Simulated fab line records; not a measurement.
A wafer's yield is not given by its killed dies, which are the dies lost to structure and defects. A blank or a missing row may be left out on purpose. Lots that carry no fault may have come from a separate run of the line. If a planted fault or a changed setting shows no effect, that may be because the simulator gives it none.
fab line records :: flow sky130
record:
  lots: 6
  wafers: 18
  last_day: 50
route steps=708 shown FIELD_ISO@1 PAD_OPEN@708
lots with no fault: from the same line, run without faults
start_h: hours from the record's first day to the start of the lot's first wafer shown :: wait_h: hours since the lot's step before :: " as in the row above :: L1.1+2: several wafers, shown together as one row :: - value missing, or start not given :: * or withheld: withheld :: < > ~ a bound
route shown NAME@n: names a module that has steps shown in the file, with the first one's number in the route :: usual: mean/standard deviation taken from wafers without a fault :: same: alike in all rows :: chamber/n: place in a boat :: sites: per-site readings :: _std_site: standard deviation of those values :: _edge_site: outer sites' mean less inner sites' :: radius_mm: for every site, how far away it sits from the centre of the wafer :: mask NAME#n: copy n :: behind: the tool/chamber that last shaped the wafer :: hold: what put the lot on hold/how long, in hours/how the hold closed :: device: the transistor (n, p or np) that didn't switch :: end of line: the tests these same wafers got at the end of their route :: a step given without rows: its recipe and nothing more :: killed: not the wafer's yield, but the dies lost to structure and defects at the first sort :: map: a wafer's dies, x killed, . not, _ none there
set.NAME: the run value of the setting; set.NAME@STEP: its run value at that earlier step :: model.NAME: the simulator's own value behind a step, which no gauge read
lots at some steps of the route; a table a step, a row a wafer
== steps ==
step: SKY_FIELD_ISO_BOW_MEAS_00
recipe:
  mode: bow
usual:
  INCOMING_BOW: 0/6.8
lot.wafer: L883.1
tool: film_metro-03
chamber: -
start_h: 50.00
wait_h: -
INCOMING_BOW[um]: -7

lot.wafer: L883.3
tool: film_metro-03
chamber: -
start_h: 50.00
wait_h: -
INCOMING_BOW[um]: 4

lot.wafer: L883.4
tool: film_metro-03
chamber: -
start_h: 50.00
wait_h: -
INCOMING_BOW[um]: -2

lot.wafer: L887.3
tool: film_metro-04
chamber: -
start_h: 70.04
wait_h: -
INCOMING_BOW[um]: -4

lot.wafer: L887.4
tool: film_metro-04
chamber: -
start_h: 70.04
wait_h: -
INCOMING_BOW[um]: -6

lot.wafer: L887.5
tool: film_metro-04
chamber: -
start_h: 70.04
wait_h: -
INCOMING_BOW[um]: -7

lot.wafer: L891.1
tool: film_metro-03
chamber: -
start_h: 90.00
wait_h: -
INCOMING_BOW[um]: -5

lot.wafer: L891.2
tool: film_metro-03
chamber: -
start_h: 90.00
wait_h: -
INCOMING_BOW[um]: 8

lot.wafer: L891.6
tool: film_metro-03
chamber: -
start_h: 90.00
wait_h: -
INCOMING_BOW[um]: 1

lot.wafer: L893.2
tool: film_metro-02
chamber: -
start_h: 100.02
wait_h: -
INCOMING_BOW[um]: -4

lot.wafer: L893.3
tool: film_metro-02
chamber: -
start_h: 100.02
wait_h: -
INCOMING_BOW[um]: 0

lot.wafer: L893.5
tool: film_metro-02
chamber: -
start_h: 100.02
wait_h: -
INCOMING_BOW[um]: 7

lot.wafer: L896.1
tool: film_metro-04
chamber: -
start_h: 115.00
wait_h: -
INCOMING_BOW[um]: -2

lot.wafer: L896.3
tool: film_metro-04
chamber: -
start_h: 115.00
wait_h: -
INCOMING_BOW[um]: 17

lot.wafer: L896.5
tool: film_metro-04
chamber: -
start_h: 115.00
wait_h: -
INCOMING_BOW[um]: 0

lot.wafer: L897.3
tool: film_metro-03
chamber: -
start_h: 120.04
wait_h: -
INCOMING_BOW[um]: 0

lot.wafer: L897.4
tool: film_metro-03
chamber: -
start_h: 120.04
wait_h: -
INCOMING_BOW[um]: -5

lot.wafer: L897.5
tool: film_metro-03
chamber: -
start_h: 120.04
wait_h: -
INCOMING_BOW[um]: 8
step: SKY_FIELD_ISO_OXIDATION_01
recipe:
  temp_c: 900
  ambient: O2
  stabilise_s: 600
  purge_s: 300
  target_thk_a: 120
  ox_time_s: 1843
step: SKY_FIELD_ISO_THK_MEAS_02
recipe:
  reads: SiO2_of_FIELD_ISO_OXIDATION_01
usual:
  FIELD_ISO_OXIDATION_00_THK: 12.11/0.24
lot.wafer: L883.1
tool: film_metro-03
chamber: -
start_h: 51.63
wait_h: 0.0
FIELD_ISO_OXIDATION_00_THK[nm]: 15.02

lot.wafer: L883.3
tool: film_metro-03
chamber: -
start_h: 51.63
wait_h: 0.0
FIELD_ISO_OXIDATION_00_THK[nm]: 14.69

lot.wafer: L883.4
tool: film_metro-03
chamber: -
start_h: 51.63
wait_h: 0.0
FIELD_ISO_OXIDATION_00_THK[nm]: 15.00

lot.wafer: L887.3
tool: film_metro-03
chamber: -
start_h: 71.65
wait_h: 0.0
FIELD_ISO_OXIDATION_00_THK[nm]: 14.75

lot.wafer: L887.4
tool: film_metro-03
chamber: -
start_h: 71.65
wait_h: 0.0
FIELD_ISO_OXIDATION_00_THK[nm]: 14.57

lot.wafer: L887.5
tool: film_metro-03
chamber: -
start_h: 71.65
wait_h: 0.0
FIELD_ISO_OXIDATION_00_THK[nm]: 14.81

lot.wafer: L891.1
tool: film_metro-02
chamber: -
start_h: 91.63
wait_h: 0.0
FIELD_ISO_OXIDATION_00_THK[nm]: 12.40

lot.wafer: L891.2
tool: film_metro-02
chamber: -
start_h: 91.63
wait_h: 0.0
FIELD_ISO_OXIDATION_00_THK[nm]: 12.47

lot.wafer: L891.6
tool: film_metro-02
chamber: -
start_h: 91.63
wait_h: 0.0
FIELD_ISO_OXIDATION_00_THK[nm]: 12.36

lot.wafer: L893.2
tool: film_metro-02
chamber: -
start_h: 101.64
wait_h: 0.0
FIELD_ISO_OXIDATION_00_THK[nm]: 12.39

lot.wafer: L893.3
tool: film_metro-02
chamber: -
start_h: 101.64
wait_h: 0.0
FIELD_ISO_OXIDATION_00_THK[nm]: 12.20

lot.wafer: L893.5
tool: film_metro-02
chamber: -
start_h: 101.64
wait_h: 0.0
FIELD_ISO_OXIDATION_00_THK[nm]: 12.26

lot.wafer: L896.1
tool: film_metro-02
chamber: -
start_h: 119.29
wait_h: 0.0
FIELD_ISO_OXIDATION_00_THK[nm]: 11.90

lot.wafer: L896.3
tool: film_metro-02
chamber: -
start_h: 119.29
wait_h: 0.0
FIELD_ISO_OXIDATION_00_THK[nm]: 11.96

lot.wafer: L896.5
tool: film_metro-02
chamber: -
start_h: 119.29
wait_h: 0.0
FIELD_ISO_OXIDATION_00_THK[nm]: 11.97

lot.wafer: L897.3
tool: film_metro-04
chamber: -
start_h: 126.15
wait_h: 0.0
FIELD_ISO_OXIDATION_00_THK[nm]: 11.95

lot.wafer: L897.4
tool: film_metro-04
chamber: -
start_h: 126.15
wait_h: 0.0
FIELD_ISO_OXIDATION_00_THK[nm]: 11.72

lot.wafer: L897.5
tool: film_metro-04
chamber: -
start_h: 126.15
wait_h: 0.0
FIELD_ISO_OXIDATION_00_THK[nm]: 11.80
step: SKY_FIELD_ISO_CVD_03
recipe:
  material: Si3N4
  precursor: DCS/NH3
  target_thk_nm: 165
  temp_c: 770
  time_s: 2830
  pressure_mtorr: 250
step: SKY_PAD_OPEN_PROBE_99
usual:
  killed_at_M0_to_M3: 42/6.6
  killed_at_M4_up: 3.1/1.9
  killed_at_contacts: 24/5.6
  killed_at_front_end: 15/4.8
  killed_at_other: 0.3/0.48
  killed_dies: 84/10
  killed_open: 47/6.8
  killed_short: 37/6.8
same:
  gross_dies: 492
  killed_at_back_side: 0
lot.wafer: L883.1
tool: prober-01
chamber: -
start_h: 1126.53
wait_h: 0.1
killed_at_M0_to_M3: 37
killed_at_M4_up: 0
killed_at_contacts: 26
killed_at_front_end: 16
killed_at_other: 0
killed_dies: 79
killed_open: 42
killed_short: 37

lot.wafer: L883.3
tool: prober-01
chamber: -
start_h: 1126.63
wait_h: 0.2
killed_at_M0_to_M3: 30
killed_at_M4_up: 0
killed_at_contacts: 18
killed_at_front_end: 12
killed_at_other: 0
killed_dies: 60
killed_open: 32
killed_short: 28

lot.wafer: L883.4
tool: prober-01
chamber: -
start_h: 1126.68
wait_h: 0.2
killed_at_M0_to_M3: 38
killed_at_M4_up: 2
killed_at_contacts: 28
killed_at_front_end: 11
killed_at_other: 0
killed_dies: 79
killed_open: 52
killed_short: 27

lot.wafer: L887.3
tool: prober-01
chamber: -
start_h: 1145.28
wait_h: 0.2
killed_at_M0_to_M3: 49
killed_at_M4_up: 6
killed_at_contacts: 23
killed_at_front_end: 8
killed_at_other: 0
killed_dies: 86
killed_open: 43
killed_short: 43

lot.wafer: L887.4
tool: prober-01
chamber: -
start_h: 1145.33
wait_h: 0.2
killed_at_M0_to_M3: 49
killed_at_M4_up: 3
killed_at_contacts: 30
killed_at_front_end: 23
killed_at_other: 0
killed_dies: 105
killed_open: 55
killed_short: 50

lot.wafer: L887.5
tool: prober-01
chamber: -
start_h: 1145.38
wait_h: 0.2
killed_at_M0_to_M3: 42
killed_at_M4_up: 1
killed_at_contacts: 11
killed_at_front_end: 15
killed_at_other: 0
killed_dies: 69
killed_open: 43
killed_short: 26

lot.wafer: L891.1
tool: prober-01
chamber: -
start_h: 1168.49
wait_h: 0.1
killed_at_M0_to_M3: 49
killed_at_M4_up: 3
killed_at_contacts: 27
killed_at_front_end: 12
killed_at_other: 0
killed_dies: 91
killed_open: 56
killed_short: 35

lot.wafer: L891.2
tool: prober-01
chamber: -
start_h: 1168.54
wait_h: 0.1
killed_at_M0_to_M3: 40
killed_at_M4_up: 1
killed_at_contacts: 38
killed_at_front_end: 12
killed_at_other: 0
killed_dies: 91
killed_open: 49
killed_short: 42

lot.wafer: L891.6
tool: prober-01
chamber: -
start_h: 1168.74
wait_h: 0.2
killed_at_M0_to_M3: 37
killed_at_M4_up: 2
killed_at_contacts: 30
killed_at_front_end: 11
killed_at_other: 0
killed_dies: 80
killed_open: 43
killed_short: 37

lot.wafer: L893.2
tool: prober-01
chamber: -
start_h: 1180.78
wait_h: 0.1
killed_at_M0_to_M3: 44
killed_at_M4_up: 1
killed_at_contacts: 34
killed_at_front_end: 16
killed_at_other: 1
killed_dies: 96
killed_open: 58
killed_short: 38

lot.wafer: L893.3
tool: prober-01
chamber: -
start_h: 1180.83
wait_h: 0.2
killed_at_M0_to_M3: 35
killed_at_M4_up: 4
killed_at_contacts: 32
killed_at_front_end: 21
killed_at_other: 1
killed_dies: 93
killed_open: 56
killed_short: 37

lot.wafer: L893.5
tool: prober-01
chamber: -
start_h: 1180.93
wait_h: 0.2
killed_at_M0_to_M3: 53
killed_at_M4_up: 4
killed_at_contacts: 31
killed_at_front_end: 21
killed_at_other: 1
killed_dies: 110
killed_open: 56
killed_short: 54

lot.wafer: L897.3
tool: prober-01
chamber: -
start_h: 1205.20
wait_h: 0.2
killed_at_M0_to_M3: 42
killed_at_M4_up: 1
killed_at_contacts: 23
killed_at_front_end: 12
killed_at_other: 0
killed_dies: 78
killed_open: 47
killed_short: 31

lot.wafer: L897.4
tool: prober-01
chamber: -
start_h: 1205.25
wait_h: 0.2
killed_at_M0_to_M3: 39
killed_at_M4_up: 2
killed_at_contacts: 27
killed_at_front_end: 16
killed_at_other: 1
killed_dies: 85
killed_open: 47
killed_short: 38

lot.wafer: L897.5
tool: prober-01
chamber: -
start_h: 1205.30
wait_h: 0.2
killed_at_M0_to_M3: 41
killed_at_M4_up: 6
killed_at_contacts: 23
killed_at_front_end: 17
killed_at_other: 0
killed_dies: 87
killed_open: 51
killed_short: 36

lot.wafer: L896.1
tool: prober-01
chamber: -
start_h: 1209.30
wait_h: 0.1
killed_at_M0_to_M3: 45
killed_at_M4_up: 6
killed_at_contacts: 21
killed_at_front_end: 10
killed_at_other: 0
killed_dies: 82
killed_open: 47
killed_short: 35

lot.wafer: L896.3
tool: prober-01
chamber: -
start_h: 1209.40
wait_h: 0.2
killed_at_M0_to_M3: 41
killed_at_M4_up: 2
killed_at_contacts: 24
killed_at_front_end: 17
killed_at_other: 0
killed_dies: 84
killed_open: 45
killed_short: 39

lot.wafer: L896.5
tool: prober-01
chamber: -
start_h: 1209.50
wait_h: 0.2
killed_at_M0_to_M3: 36
killed_at_M4_up: 1
killed_at_contacts: 25
killed_at_front_end: 18
killed_at_other: 1
killed_dies: 81
killed_open: 52
killed_short: 29
killed by level:class
L883.1 VIA3:geometric_particle:open=10 CONTACT:geometric_particle:open=9 METAL1:geometric_particle:short=8 LOCAL_INTERCONNECT:geometric_particle:short=7 LI_CONTACT:geometric_particle:open=6 POLY_GATE:geometric_particle:short=4 VIA2:geometric_particle:open=4 VIA1:geometric_particle:short=4
L883.3 CONTACT:geometric_particle:open=11 METAL1:geometric_particle:short=5 VIA2:geometric_particle:short=5 FIELD_ISO:geometric_particle:short=4 VIA1:geometric_particle:short=4 VIA2:geometric_particle:open=4 POLY_GATE:geometric_particle:open=3 LI_CONTACT:geometric_particle:open=3
L883.4 VIA1:geometric_particle:open=10 CONTACT:geometric_particle:open=9 VIA3:geometric_particle:open=9 LI_CONTACT:geometric_particle:open=8 LOCAL_INTERCONNECT:geometric_particle:short=8 METAL1:geometric_particle:short=5 VIA2:geometric_particle:open=5 FIELD_ISO:geometric_particle:open=4
L887.3 VIA2:geometric_particle:open=9 VIA3:geometric_particle:open=9 CONTACT:geometric_particle:open=7 VIA1:geometric_particle:open=6 CONTACT:geometric_particle:short=6 METAL1:geometric_particle:short=5 METAL4:geometric_particle:short=5 LOCAL_INTERCONNECT:geometric_particle:short=4
L887.4 VIA1:geometric_particle:open=11 VIA1:geometric_particle:short=10 LI_CONTACT:geometric_particle:open=9 METAL1:geometric_particle:short=9 POLY_GATE:geometric_particle:open=7 CONTACT:geometric_particle:open=7 FIELD_ISO:geometric_particle:short=6 VIA3:geometric_particle:open=6
L887.5 VIA1:geometric_particle:open=9 VIA2:geometric_particle:open=8 FIELD_ISO:geometric_particle:open=5 CONTACT:geometric_particle:open=5 VIA1:geometric_particle:short=5 METAL2:geometric_particle:short=5 VIA3:geometric_particle:open=5 LI_CONTACT:geometric_particle:open=4
L891.1 VIA1:geometric_particle:open=16 CONTACT:geometric_particle:open=14 VIA3:geometric_particle:open=7 CONTACT:geometric_particle:short=6 METAL1:geometric_particle:short=6 VIA2:geometric_particle:open=6 LI_CONTACT:geometric_particle:open=4 POLY_GATE:geometric_particle:open=3
L891.2 CONTACT:geometric_particle:open=15 VIA1:geometric_particle:open=13 LI_CONTACT:geometric_particle:open=9 CONTACT:geometric_particle:short=6 METAL2:geometric_particle:short=6 LOCAL_INTERCONNECT:geometric_particle:short=5 VIA2:geometric_particle:open=5 SPACER:geometric_particle:short=4
L891.6 CONTACT:geometric_particle:open=12 VIA1:geometric_particle:open=10 LI_CONTACT:geometric_particle:open=9 METAL2:geometric_particle:short=6 LOCAL_INTERCONNECT:geometric_particle:short=5 METAL1:geometric_particle:short=4 VIA1:geometric_particle:short=4 POLY_GATE:geometric_particle:short=3
L893.2 LI_CONTACT:geometric_particle:open=13 CONTACT:geometric_particle:open=10 VIA3:geometric_particle:open=10 VIA2:geometric_particle:open=7 VIA1:geometric_particle:open=7 FIELD_ISO:geometric_particle:open=6 VIA1:geometric_particle:short=6 CONTACT:geometric_particle:short=5
L893.3 LI_CONTACT:geometric_particle:open=12 CONTACT:geometric_particle:open=12 VIA1:geometric_particle:open=7 VIA1:geometric_particle:short=7 POLY_GATE:geometric_particle:open=6 VIA3:geometric_particle:open=6 FIELD_ISO:geometric_particle:open=4 LOCAL_INTERCONNECT:geometric_particle:short=4
L893.5 VIA2:geometric_particle:open=12 VIA3:geometric_particle:open=11 LOCAL_INTERCONNECT:geometric_particle:short=9 LI_CONTACT:geometric_particle:open=7 FIELD_ISO:geometric_particle:short=6 CONTACT:geometric_particle:open=6 VIA1:geometric_particle:short=6 POLY_GATE:geometric_particle:open=5
L897.3 LI_CONTACT:geometric_particle:open=9 VIA3:geometric_particle:open=9 CONTACT:geometric_particle:open=8 VIA1:geometric_particle:open=8 VIA1:geometric_particle:short=6 VIA2:geometric_particle:open=5 POLY_GATE:geometric_particle:open=4 POLY_GATE:geometric_particle:short=3
L897.4 LI_CONTACT:geometric_particle:open=11 CONTACT:geometric_particle:open=9 VIA1:geometric_particle:open=7 VIA3:geometric_particle:open=6 VIA1:geometric_particle:short=5 VIA3:geometric_particle:short=5 LOCAL_INTERCONNECT:geometric_particle:short=4 POLY_GATE:geometric_particle:short=4
L897.5 VIA1:geometric_particle:open=11 CONTACT:geometric_particle:open=9 VIA3:geometric_particle:open=8 POLY_GATE:geometric_particle:open=5 CONTACT:geometric_particle:short=5 METAL4:geometric_particle:short=5 FIELD_ISO:geometric_particle:short=4 METAL2:geometric_particle:open=4
L896.1 VIA1:geometric_particle:open=9 LI_CONTACT:geometric_particle:open=8 METAL2:geometric_particle:short=8 CONTACT:geometric_particle:open=7 VIA3:geometric_particle:open=7 METAL1:geometric_particle:short=6 VIA2:geometric_particle:open=5 METAL4:geometric_particle:short=5
L896.3 CONTACT:geometric_particle:open=10 VIA1:geometric_particle:open=10 VIA2:geometric_particle:open=6 METAL1:geometric_particle:short=5 LI_CONTACT:geometric_particle:open=5 FIELD_ISO:geometric_particle:short=4 LOCAL_INTERCONNECT:geometric_particle:short=4 CONTACT:geometric_particle:short=4
L896.5 VIA1:geometric_particle:open=12 LI_CONTACT:geometric_particle:open=8 CONTACT:geometric_particle:open=8 POLY_GATE:geometric_particle:short=6 CONTACT:geometric_particle:short=6 VIA3:geometric_particle:open=6 FIELD_ISO:geometric_particle:open=5 METAL2:geometric_particle:short=5
== key ==
first_sign:
  step: SKY_FIELD_ISO_THK_MEAS_02
  reading: FIELD_ISO_OXIDATION_00_THK
  direction: up
  sigmas: 11
  usual: 12.11
  struck: 14.81
effect none on later readings
met_at SKY_FIELD_ISO_THK_MEAS_02
struck_wafers L883.1,L883.3,L883.4,L887.3,L887.4,L887.5
tester_left_out L883,L887
fault:
  kind: metrology_matching_offset
  tool: film_metro-03
  chamber: -
  onset_h: 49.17
  steps: SKY_FIELD_ISO_THK_MEAS_02
  param: thk_nm
  offset: 2.6415
tester_left_out: of these lots the tester's yield and bins aren't shown, on N5 and GAA mostly nor the transistor test; their killed dies are dies lost to structure and defects alone, not to doping, threshold or leakage, so they don't give the yield
